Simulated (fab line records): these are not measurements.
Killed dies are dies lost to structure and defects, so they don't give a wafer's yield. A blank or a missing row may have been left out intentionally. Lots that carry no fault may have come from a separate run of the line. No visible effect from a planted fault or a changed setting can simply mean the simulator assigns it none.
fab line records	flow gf180mcu
record: lots: 24	wafers: 72	last_day: 34
route steps=602 shown V2@386 M4@460 V4@490 MIM@507
lots untouched by any fault: they come from a run of this same line in which no faults occurred
start_h: hours from the record's first day to the start of the lot's first wafer shown	wait_h: how many hours have passed since the lot's step before this one	" identical to the entry in the row above	L1.1+2: a row that stands for several wafers	- either no value or no given start	* or withheld: withheld	< > ~ a bound
route shown NAME@n: names a module that has steps shown in the file, with the first one's number in the route	usual: average and standard deviation across the fault-free wafers	same: alike in all rows	chamber/n: place in a boat	sites: the reading at each site	_std_site: the values' standard deviation	_edge_site: inner sites' mean taken away from outer sites' mean	radius_mm: how far each site lies from the wafer's centre	mask NAME#n: copy n	behind: the last tool/chamber to shape the wafer	hold: why the lot went on hold/how many hours it stayed there/how the hold came to an end	device: which transistor (n, p or np) failed to switch	end of line: the route-end tests of the same wafers	where a step has no rows: the recipe by itself	killed: not the wafer's yield, but the dies lost to structure and defects at the first sort	map: shows each die of a wafer: x if killed, . if not, _ if none is there
set.NAME: setting as actually run; set.NAME@STEP: the setting as run at that earlier step	model.NAME: the simulator's own value behind a step, which no gauge read
steps of the route over a sample of lots; a table a step, a row a wafer
services: the hour from which a tool's chamber was out of use, counted from the record's first day as start_h (under 0 if before that day), plus the number of hours and why
== steps ==
step: GF_V2_CMP_04
recipe: material: SiO2	down_force_psi: 4	platen_rpm: 60	pad_velocity_m_s: 0.94248
usual: motor_current_A: 12.0/1.1	slurry_filter_dp_kPa: 13.51/0.13	time_to_endpoint_s: 82/5.6
lot.wafer	tool	chamber	start_h	wait_h	motor_current_A	slurry_filter_dp_kPa	time_to_endpoint_s
L074.3	cmp-02	1	442.86	0.0	12.3	13.35	73
L074.4	"	0	"	"	12.4	13.76	80
L074.5	"	2	"	"	10.8	13.53	76
L075.3	cmp-02	3	445.96	0.1	12.6	13.48	77
L075.2	"	1	"	"	11.8	13.32	80
L075.6	"	2	"	"	10.6	13.28	82
L076.1	cmp-01	0	456.58	0.2	14.0	13.64	79
L076.6	"	1	"	"	10.7	13.43	82
L076.5	"	2	"	"	11.0	13.26	85
L077.2	cmp-02	2	464.23	0.0	10.7	13.41	78
L077.3	"	3	"	"	12.5	13.67	81
L077.4	"	0	"	"	12.1	13.52	85
L078.1	cmp-02	2	472.44	0.1	10.7	13.69	77
L078.4	"	3	"	"	12.0	13.60	80
L078.5	"	1	"	"	12.8	13.47	83
L079.2	cmp-01	1	482.73	0.1	11.6	13.62	76
L079.3	"	2	"	"	10.5	13.63	75
L079.5	"	1	"	"	11.1	13.37	79
L080.1	cmp-02	2	492.59	0.1	10.5	13.40	71
L080.3	"	3	"	"	12.6	13.46	78
L080.2	"	1	"	"	13.0	13.50	74
L081.2	cmp-02	1	506.15	0.1	12.8	13.62	72
L081.1	"	3	"	"	12.6	13.40	74
L081.6	"	1	"	"	13.0	13.37	79
L082.1	cmp-01	3	513.33	0.1	13.7	13.55	78
L082.2	"	0	"	"	13.7	13.43	77
L082.6	"	0	"	"	13.8	13.63	82
L083.1	cmp-02	2	522.63	0.1	11.7	13.51	79
L083.3	"	3	"	"	12.2	13.63	81
L083.2	"	0	"	"	12.8	13.38	76
L084.1	cmp-01	3	531.53	0.1	13.4	13.58	84
L084.4	"	1	"	"	10.8	13.50	93
L084.3	"	2	"	"	10.7	13.54	94
L085.4	cmp-01	2	535.63	0.0	10.7	13.43	94
L085.3	"	0	"	"	13.8	13.80	83
L085.6	"	3	"	"	13.4	13.59	85
L086.4	cmp-02	0	549.36	0.0	12.0	13.46	86
L086.1	"	2	"	"	10.4	13.63	76
L086.5	"	0	"	"	11.9	13.34	84
L087.4	cmp-02	1	550.77	0.1	12.8	13.56	84
L087.3	"	2	"	"	10.9	13.57	78
L087.6	"	0	"	"	12.3	13.56	83
L088.1	cmp-01	0	577.55	0.1	14.6	13.40	78
L088.4	"	2	"	"	10.7	13.39	83
L088.5	"	1	"	"	10.9	13.52	81
L090.1	cmp-02	3	585.78	0.1	12.9	13.30	91
L090.4	"	2	"	"	11.0	13.40	85
L090.5	"	3	"	"	12.8	13.59	94
L089.4	cmp-01	2	587.27	0.1	10.3	13.31	88
L089.3	"	0	"	"	14.4	13.62	76
L089.5	"	3	"	"	13.1	13.48	86
L091.2	cmp-02	3	589.73	0.1	12.1	13.79	84
L091.5	"	1	"	"	12.5	13.46	89
L091.6	"	2	"	"	10.6	13.37	84
L092.2	cmp-01	2	592.28	0.1	10.6	13.28	82
L092.5	"	1	"	"	10.3	13.69	87
L092.6	"	2	"	"	10.8	13.42	87
L093.2	cmp-01	1	598.88	0.0	11.2	13.42	73
L093.6	"	1	"	"	10.7	13.68	78
L093.5	"	2	"	"	10.8	13.52	80
L094.1	cmp-02	0	615.92	0.1	11.7	13.43	81
L094.2	"	1	"	"	12.0	13.47	77
L094.5	"	2	"	"	11.2	13.64	83
L095.2	cmp-01	2	622.46	0.1	10.7	13.44	80
L095.4	"	3	"	"	12.8	13.29	74
L095.1	"	0	"	"	13.1	13.51	72
L096.2	cmp-02	1	630.73	0.1	12.6	13.36	89
L096.3	"	2	"	"	10.7	13.68	83
L096.6	"	0	"	"	12.2	13.58	89
L097.1	cmp-02	2	638.87	0.3	10.8	13.63	77
L097.2	"	0	"	"	12.0	13.31	82
L097.5	"	2	"	"	11.5	13.49	86
step: GF_M4_SPUTTER_04
recipe: material: TiN	target_thk_nm: 50	power_w: 6500	time_s: 41.7	chamber_pressure_pa: 0.4
usual: throttle_valve_pct: 30.6/0.9
lot.wafer	tool	chamber	start_h	wait_h	throttle_valve_pct
L074.3	pvd_sputter-01	-	520.48	0.0	29.8
L074.4	"	-	"	"	31.0
L074.5	"	-	"	"	30.4
L075.2	pvd_sputter-04	-	523.67	0.0	30.0
L075.3	"	-	"	"	30.9
L075.6	"	-	"	"	29.8
L076.1	pvd_sputter-03	-	533.44	0.0	30.0
L076.5	"	-	"	"	30.3
L076.6	"	-	"	"	30.1
L077.2	pvd_sputter-04	-	540.45	0.0	29.9
L077.3	"	-	"	"	31.1
L077.4	"	-	"	"	31.4
L078.1	pvd_sputter-01	-	548.29	0.0	30.2
L078.4	"	-	"	"	30.4
L078.5	"	-	"	"	30.3
L079.2	pvd_sputter-04	-	557.87	0.0	31.2
L079.3	"	-	"	"	31.1
L079.5	"	-	"	"	31.1
L080.1	pvd_sputter-03	-	568.01	0.0	30.1
L080.2	"	-	"	"	30.3
L080.3	"	-	"	"	29.4
L081.1	pvd_sputter-01	-	579.29	0.0	30.4
L081.2	"	-	"	"	31.4
L081.6	"	-	"	"	33.2
L082.1	pvd_sputter-01	-	585.29	0.0	30.0
L082.2	"	-	"	"	30.3
L082.6	"	-	"	"	31.5
L083.1	pvd_sputter-03	-	594.84	0.0	29.8
L083.2	"	-	"	"	30.3
L083.3	"	-	"	"	30.3
L084.1	pvd_sputter-01	-	603.89	0.0	30.5
L084.3	"	-	"	"	30.0
L084.4	"	-	"	"	33.1
L085.3	pvd_sputter-03	-	606.39	0.0	30.4
L085.4	"	-	"	"	29.9
L085.6	"	-	"	"	30.6
L086.1	pvd_sputter-03	-	621.70	0.0	30.3
L086.4	"	-	"	"	30.3
L086.5	"	-	"	"	29.8
L087.3	pvd_sputter-04	-	623.10	0.0	31.0
L087.4	"	-	"	"	29.7
L087.6	"	-	"	"	31.0
L088.1	pvd_sputter-01	-	645.79	0.0	32.9
L088.4	"	-	"	"	33.3
L088.5	"	-	"	"	30.3
L090.1	pvd_sputter-03	-	653.23	0.0	29.9
L090.4	"	-	"	"	29.5
L090.5	"	-	"	"	30.0
L089.3	pvd_sputter-03	-	654.45	0.0	30.5
L089.4	"	-	"	"	30.0
L089.5	"	-	"	"	29.3
L091.2	pvd_sputter-04	-	655.49	0.0	31.0
L091.5	"	-	"	"	31.0
L091.6	"	-	"	"	30.9
L092.2	pvd_sputter-04	-	658.07	0.0	30.9
L092.5	"	-	"	"	29.8
L092.6	"	-	"	"	31.2
L093.2	pvd_sputter-04	-	664.15	0.0	30.9
L093.5	"	-	"	"	31.2
L093.6	"	-	"	"	31.1
L094.1	pvd_sputter-03	-	679.80	0.0	30.4
L094.2	"	-	"	"	30.3
L094.5	"	-	"	"	30.4
L095.1	pvd_sputter-03	-	686.57	0.0	30.4
L095.2	"	-	"	"	30.4
L095.4	"	-	"	"	29.9
L096.2	pvd_sputter-04	-	693.59	0.0	31.2
L096.3	"	-	"	"	31.3
L096.6	"	-	"	"	30.1
L097.1	pvd_sputter-03	-	701.69	0.0	30.1
L097.2	"	-	"	"	30.6
L097.5	"	-	"	"	29.4
step: GF_V4_CD_MEAS_14
recipe: target_cd_nm: 260
usual: cd_nm: 260.0/1.3
lot.wafer	tool	chamber	start_h	wait_h	cd_nm
L074.3	cd_sem-01	-	567.60	0.1	260.4
L074.4	"	-	"	"	260.8
L074.5	"	-	"	"	259.6
L075.2	cd_sem-02	-	570.72	0.1	258.3
L075.3	"	-	"	"	258.3
L075.6	"	-	"	"	258.2
L076.1	cd_sem-02	-	579.46	0.1	259.4
L076.5	"	-	"	"	257.9
L076.6	"	-	"	"	259.8
L077.2	cd_sem-01	-	584.42	0.1	258.7
L077.3	"	-	"	"	259.8
L077.4	"	-	"	"	258.8
L078.1	cd_sem-01	-	596.16	0.1	259.0
L078.4	"	-	"	"	259.9
L078.5	"	-	"	"	260.7
L079.2	cd_sem-02	-	603.47	0.1	258.5
L079.3	"	-	"	"	258.9
L079.5	"	-	"	"	260.3
L080.1	cd_sem-01	-	612.25	0.1	262.1
L080.2	"	-	"	"	260.3
L080.3	"	-	"	"	260.3
L081.1	cd_sem-01	-	622.70	0.1	260.1
L081.2	"	-	"	"	259.9
L081.6	"	-	"	"	258.9
L082.1	cd_sem-01	-	628.45	0.1	263.4
L082.2	"	-	"	"	262.4
L082.6	"	-	"	"	261.8
L083.1	cd_sem-01	-	637.00	0.1	260.5
L083.2	"	-	"	"	259.6
L083.3	"	-	"	"	260.3
L084.1	cd_sem-01	-	645.40	0.1	259.9
L084.3	"	-	"	"	260.4
L084.4	"	-	"	"	261.7
L085.3	cd_sem-01	-	649.29	0.1	261.1
L085.4	"	-	"	"	260.2
L085.6	"	-	"	"	261.0
L086.1	cd_sem-01	-	662.70	0.1	258.3
L086.4	"	-	"	"	259.2
L086.5	"	-	"	"	259.7
L087.3	cd_sem-02	-	663.09	0.1	260.8
L087.4	"	-	"	"	262.3
L087.6	"	-	"	"	259.8
L088.1	cd_sem-02	-	686.29	0.1	261.7
L088.4	"	-	"	"	261.1
L088.5	"	-	"	"	261.1
L090.1	cd_sem-02	-	692.44	0.1	259.3
L090.4	"	-	"	"	259.1
L090.5	"	-	"	"	259.4
L089.3	cd_sem-01	-	694.24	0.1	259.0
L089.4	"	-	"	"	259.5
L089.5	"	-	"	"	260.1
L091.2	cd_sem-01	-	695.57	0.1	259.0
L091.5	"	-	"	"	260.4
L091.6	"	-	"	"	259.5
L092.2	cd_sem-02	-	697.71	0.1	262.0
L092.5	"	-	"	"	261.6
L092.6	"	-	"	"	262.7
L093.2	cd_sem-01	-	702.57	0.1	259.2
L093.5	"	-	"	"	259.4
L093.6	"	-	"	"	258.5
L094.1	cd_sem-02	-	717.84	0.1	260.6
L094.2	"	-	"	"	260.8
L094.5	"	-	"	"	259.8
L095.1	cd_sem-02	-	724.39	0.1	258.3
L095.2	"	-	"	"	257.5
L095.4	"	-	"	"	259.0
L096.2	cd_sem-02	-	730.64	0.3	259.3
L096.3	"	-	"	"	259.6
L096.6	"	-	"	"	259.4
L097.1	cd_sem-02	-	738.59	0.1	261.3
L097.2	"	-	"	"	260.4
L097.5	"	-	"	"	261.5
step: GF_V4_OVL_MEAS_15
usual: V4_OVL: 1/4.9
lot.wafer	tool	chamber	start_h	wait_h	V4_OVL[nm]
L074.3	overlay-01	-	567.69	0.1	3
L074.4	"	-	"	"	2
L074.5	"	-	"	"	-3
L075.2	overlay-02	-	570.82	0.1	0
L075.3	"	-	"	"	-5
L075.6	"	-	"	"	-2
L076.1	overlay-01	-	579.58	0.1	-3
L076.5	"	-	"	"	3
L076.6	"	-	"	"	-1
L077.2	overlay-01	-	584.53	0.1	-1
L077.3	"	-	"	"	-4
L077.4	"	-	"	"	6
L078.1	overlay-01	-	596.28	0.1	9
L078.4	"	-	"	"	7
L078.5	"	-	"	"	3
L079.2	overlay-02	-	603.58	0.1	0
L079.3	"	-	"	"	0
L079.5	"	-	"	"	0
L080.1	overlay-02	-	612.37	0.1	8
L080.2	"	-	"	"	1
L080.3	"	-	"	"	6
L081.1	overlay-02	-	622.82	0.1	-11
L081.2	"	-	"	"	-1
L081.6	"	-	"	"	-7
L082.1	overlay-02	-	628.57	0.1	8
L082.2	"	-	"	"	6
L082.6	"	-	"	"	12
L083.1	overlay-02	-	637.12	0.1	-4
L083.2	"	-	"	"	2
L083.3	"	-	"	"	2
L084.1	overlay-01	-	645.52	0.1	2
L084.3	"	-	"	"	5
L084.4	"	-	"	"	4
L085.3	overlay-02	-	649.38	0.1	-3
L085.4	"	-	"	"	0
L085.6	"	-	"	"	4
L086.1	overlay-02	-	662.82	0.1	-6
L086.4	"	-	"	"	1
L086.5	"	-	"	"	-5
L087.3	overlay-02	-	663.19	0.1	1
L087.4	"	-	"	"	0
L087.6	"	-	"	"	-13
L088.1	overlay-02	-	686.41	0.1	-3
L088.4	"	-	"	"	-1
L088.5	"	-	"	"	4
L090.1	overlay-02	-	692.56	0.1	-4
L090.4	"	-	"	"	-7
L090.5	"	-	"	"	-6
L089.3	overlay-02	-	694.34	0.1	9
L089.4	"	-	"	"	6
L089.5	"	-	"	"	6
L091.2	overlay-02	-	695.68	0.1	3
L091.5	"	-	"	"	2
L091.6	"	-	"	"	5
L092.2	overlay-02	-	697.82	0.1	1
L092.5	"	-	"	"	-9
L092.6	"	-	"	"	-6
L093.2	overlay-01	-	702.68	0.1	2
L093.5	"	-	"	"	3
L093.6	"	-	"	"	2
L094.1	overlay-02	-	717.96	0.1	10
L094.2	"	-	"	"	14
L094.5	"	-	"	"	10
L095.1	overlay-01	-	724.51	0.1	10
L095.2	"	-	"	"	6
L095.4	"	-	"	"	3
L096.2	overlay-01	-	730.75	0.1	-2
L096.3	"	-	"	"	6
L096.6	"	-	"	"	3
L097.1	overlay-01	-	738.71	0.1	0
L097.2	"	-	"	"	-1
L097.5	"	-	"	"	4
step: GF_MIM_SPUTTER_04
recipe: material: TiN	target_thk_nm: 50	power_w: 6500	time_s: 41.7	chamber_pressure_pa: 0.4
usual: throttle_valve_pct: 30.4/0.57
lot.wafer	tool	chamber	start_h	wait_h	throttle_valve_pct
L074.3	pvd_sputter-03	-	569.25	0.0	30.2
L074.4	"	-	"	"	29.4
L074.5	"	-	"	"	30.5
L075.2	pvd_sputter-02	-	572.39	0.0	30.1
L075.3	"	-	"	"	30.0
L075.6	"	-	"	"	30.5
L076.1	pvd_sputter-04	-	581.15	0.0	31.0
L076.5	"	-	"	"	31.0
L076.6	"	-	"	"	31.0
L077.2	pvd_sputter-04	-	586.09	0.0	31.0
L077.3	"	-	"	"	31.0
L077.4	"	-	"	"	31.0
L078.1	pvd_sputter-03	-	597.85	0.0	29.3
L078.4	"	-	"	"	30.1
L078.5	"	-	"	"	29.5
L079.2	pvd_sputter-02	-	605.14	0.0	30.0
L079.3	"	-	"	"	30.6
L079.5	"	-	"	"	31.0
L080.1	pvd_sputter-03	-	613.95	0.0	30.5
L080.2	"	-	"	"	29.3
L080.3	"	-	"	"	29.9
L081.1	pvd_sputter-02	-	624.40	0.0	30.0
L081.2	"	-	"	"	30.2
L081.6	"	-	"	"	31.3
L082.1	pvd_sputter-02	-	630.15	0.0	30.5
L082.2	"	-	"	"	29.8
L082.6	"	-	"	"	31.3
L083.1	pvd_sputter-03	-	638.70	0.0	30.1
L083.2	"	-	"	"	29.3
L083.3	"	-	"	"	30.5
L084.1	pvd_sputter-02	-	647.38	0.0	30.2
L084.3	"	-	"	"	30.2
L084.4	"	-	"	"	30.3
L085.3	pvd_sputter-03	-	650.94	0.0	29.3
L085.4	"	-	"	"	30.1
L085.6	"	-	"	"	30.4
L086.1	pvd_sputter-03	-	664.44	0.0	30.5
L086.4	"	-	"	"	29.7
L086.5	"	-	"	"	29.9
L087.3	pvd_sputter-04	-	664.78	0.0	29.8
L087.4	"	-	"	"	30.8
L087.6	"	-	"	"	31.4
L088.1	pvd_sputter-02	-	687.99	0.0	30.3
L088.4	"	-	"	"	31.3
L088.5	"	-	"	"	31.4
L090.1	pvd_sputter-03	-	694.14	0.0	30.4
L090.4	"	-	"	"	29.3
L090.5	"	-	"	"	30.6
L089.3	pvd_sputter-03	-	695.90	0.0	30.4
L089.4	"	-	"	"	29.5
L089.5	"	-	"	"	29.3
L091.2	pvd_sputter-02	-	697.39	0.0	31.1
L091.5	"	-	"	"	30.2
L091.6	"	-	"	"	30.4
L092.2	pvd_sputter-02	-	699.52	0.0	30.0
L092.5	"	-	"	"	31.0
L092.6	"	-	"	"	29.8
L093.2	pvd_sputter-03	-	704.25	0.0	30.4
L093.5	"	-	"	"	29.2
L093.6	"	-	"	"	30.5
L094.1	pvd_sputter-03	-	719.88	0.0	30.4
L094.2	"	-	"	"	29.9
L094.5	"	-	"	"	30.4
L095.1	pvd_sputter-03	-	726.09	0.0	30.3
L095.2	"	-	"	"	29.4
L095.4	"	-	"	"	30.5
L096.2	pvd_sputter-04	-	732.32	0.0	31.1
L096.3	"	-	"	"	31.3
L096.6	"	-	"	"	30.9
L097.1	pvd_sputter-02	-	740.57	0.0	30.2
L097.2	"	-	"	"	30.2
L097.5	"	-	"	"	30.5
step: GF_MIM_STRIP_20
recipe: chemistry: O2/N2	power_w: 1400	pressure_mtorr: 1500	platen_temp_c: 250	o2_flow_sccm: 3000	n2_flow_sccm: 300	overash_fraction: 0.5
usual: drypump_motor_current_A: 5.46/0.28	heater_power_w: 328/35	oes_product_au: 0.692/0.0048	strip_time_to_endpoint_s: 11.23/0.039
lot.wafer	tool	chamber	start_h	wait_h	drypump_motor_current_A	heater_power_w	oes_product_au	rf_hours_counter_h	strip_time_to_endpoint_s
L074.3	plasma_asher-03	0	590.90	0.1	5.51	307	0.686	-	11.22
L074.4	"	1	"	"	5.68	326	0.694	-	11.22
L074.5	"	1	"	"	5.69	314	0.685	-	11.25
L075.2	plasma_asher-01	1	593.88	0.0	5.00	381	0.691	82	11.23
L075.3	"	1	"	"	4.99	381	0.693	-	11.24
L075.6	"	0	"	"	5.15	352	0.696	-	11.24
L076.1	plasma_asher-01	0	602.68	0.0	5.12	356	0.692	82	11.24
L076.5	"	0	"	"	5.14	359	0.692	-	11.23
L076.6	"	1	"	"	4.98	370	0.685	-	11.24
L077.2	plasma_asher-03	1	607.41	0.0	5.69	325	0.693	99	11.20
L077.3	"	0	"	"	5.51	305	0.695	-	11.23
L077.4	"	1	"	"	5.68	317	0.689	-	11.24
L078.1	plasma_asher-02	0	619.02	0.0	5.58	270	0.697	52	11.20
L078.4	"	1	"	"	5.74	340	0.690	-	11.19
L078.5	"	0	"	"	5.57	279	0.701	-	11.24
L079.2	plasma_asher-03	0	625.77	0.0	5.52	309	0.692	101	11.15
L079.3	"	0	"	"	5.52	315	0.699	-	11.25
L079.5	"	0	"	"	5.51	320	0.690	-	11.26
L080.1	plasma_asher-02	1	634.36	0.0	5.75	343	0.684	54	11.24
L080.2	"	0	"	"	5.56	280	0.695	54	11.22
L080.3	"	0	"	"	5.58	279	0.700	-	11.29
L081.1	plasma_asher-01	0	644.37	0.0	5.14	360	0.699	87	11.23
L081.2	"	1	"	"	4.98	391	0.685	87	11.28
L081.6	"	1	"	"	4.99	372	0.687	-	11.28
L082.1	plasma_asher-01	0	649.72	0.0	5.12	359	0.701	87	11.22
L082.2	"	1	"	"	4.99	380	0.687	87	11.19
L082.6	"	0	"	"	5.14	358	0.690	-	11.22
L083.1	plasma_asher-01	0	657.71	0.0	5.14	356	0.695	88	11.25
L083.2	"	1	"	"	4.98	382	0.690	88	11.27
L083.3	"	1	"	"	4.98	373	0.691	-	11.27
L084.1	plasma_asher-01	1	666.53	0.2	4.97	382	0.700	89	11.30
L084.3	"	0	"	"	5.13	359	0.700	-	11.27
L084.4	"	1	"	"	4.97	372	0.688	-	11.29
L085.3	plasma_asher-03	0	669.72	0.1	5.52	302	0.696	-	11.19
L085.4	"	1	"	"	5.67	323	0.691	-	11.18
L085.6	"	0	"	"	5.48	309	0.691	-	11.20
L086.1	plasma_asher-01	0	684.31	0.0	5.13	348	0.702	91	11.24
L086.4	"	1	"	"	4.96	377	0.684	-	11.17
L086.5	"	0	"	"	5.12	357	0.693	-	11.23
L087.3	plasma_asher-02	1	684.65	0.1	5.77	344	0.680	-	11.22
L087.4	"	0	"	"	5.55	271	0.688	-	11.21
L087.6	"	1	"	"	5.75	329	0.684	-	11.16
L088.1	plasma_asher-03	0	706.73	0.1	5.51	313	0.696	108	11.29
L088.4	"	0	"	"	5.51	307	0.696	-	11.23
L088.5	"	0	"	"	5.52	316	0.698	-	11.27
L090.1	plasma_asher-02	0	712.12	0.0	5.56	273	0.690	63	11.19
L090.4	"	1	"	"	5.76	334	0.700	-	11.21
L090.5	"	0	"	"	5.53	271	0.687	-	11.14
L089.3	plasma_asher-02	1	714.30	0.1	5.76	350	0.690	-	11.26
L089.4	"	0	"	"	5.55	266	0.697	-	11.25
L089.5	"	0	"	"	5.56	267	0.698	-	11.25
L091.2	plasma_asher-02	0	715.84	0.1	5.56	275	0.693	64	11.18
L091.5	"	1	"	"	5.75	339	0.681	-	11.18
L091.6	"	0	"	"	5.55	273	0.700	-	11.21
L092.2	plasma_asher-02	1	717.67	0.0	5.74	335	0.684	64	11.26
L092.5	"	0	"	"	5.53	267	0.691	-	11.29
L092.6	"	1	"	"	5.74	346	0.693	-	11.25
L093.2	plasma_asher-03	1	722.37	0.0	5.71	320	0.688	111	11.23
L093.5	"	0	"	"	5.48	307	0.694	-	11.16
L093.6	"	1	"	"	5.70	314	0.688	-	11.17
L094.1	plasma_asher-02	1	737.35	0.1	5.74	341	0.690	66	11.17
L094.2	"	0	"	"	5.53	265	0.691	66	11.22
L094.5	"	1	"	"	5.74	341	0.695	-	11.23
L095.1	plasma_asher-02	0	743.21	0.0	5.57	278	0.686	67	11.22
L095.2	"	1	"	"	5.77	339	0.690	67	11.24
L095.4	"	0	"	"	5.57	280	0.690	-	11.21
L096.2	plasma_asher-02	0	749.27	0.0	5.55	274	0.688	67	11.18
L096.3	"	1	"	"	5.74	340	0.688	-	11.23
L096.6	"	0	"	"	5.57	274	0.690	-	11.21
L097.1	plasma_asher-03	1	756.89	0.1	5.70	333	0.689	2	11.27
L097.2	"	0	"	"	5.51	345	0.689	2	11.27
L097.5	"	0	"	"	5.48	321	0.692	-	11.28
== services ==
tool	chamber	start_h	hours	kind
cmp-02	-	421.90	1.5	repair
pvd_sputter-03	-	448.92	6.1	repair
plasma_asher-02	-	453.75	5.5	repair
cmp-02	-	456.57	3.9	pm
cmp-01	-	492.46	1.2	repair
cmp-02	-	502.54	0.3	repair
pvd_sputter-02	-	503.50	1.7	repair
plasma_asher-02	-	548.35	5.4	repair
pvd_sputter-03	-	556.36	9.2	repair
cmp-01	-	572.12	4.0	pm
cmp-02	-	572.78	2.2	repair
cmp-02	-	574.47	0.5	repair
pvd_sputter-02	-	580.93	1.2	repair
pvd_sputter-04	-	591.21	1.6	repair
cmp-02	-	598.45	3.0	repair
cmp-01	-	637.96	14.3	pm
pvd_sputter-03	-	641.55	0.9	repair
pvd_sputter-04	-	675.06	1.9	repair
cmp-01	-	693.95	4.7	pm
pvd_sputter-04	-	706.26	13.1	repair
plasma_asher-02	-	721.60	14.6	pm
cmp-01	-	730.40	0.8	repair
cmp-02	-	744.13	4.0	pm
cmp-01	-	748.36	4.5	repair
== key ==
fault none
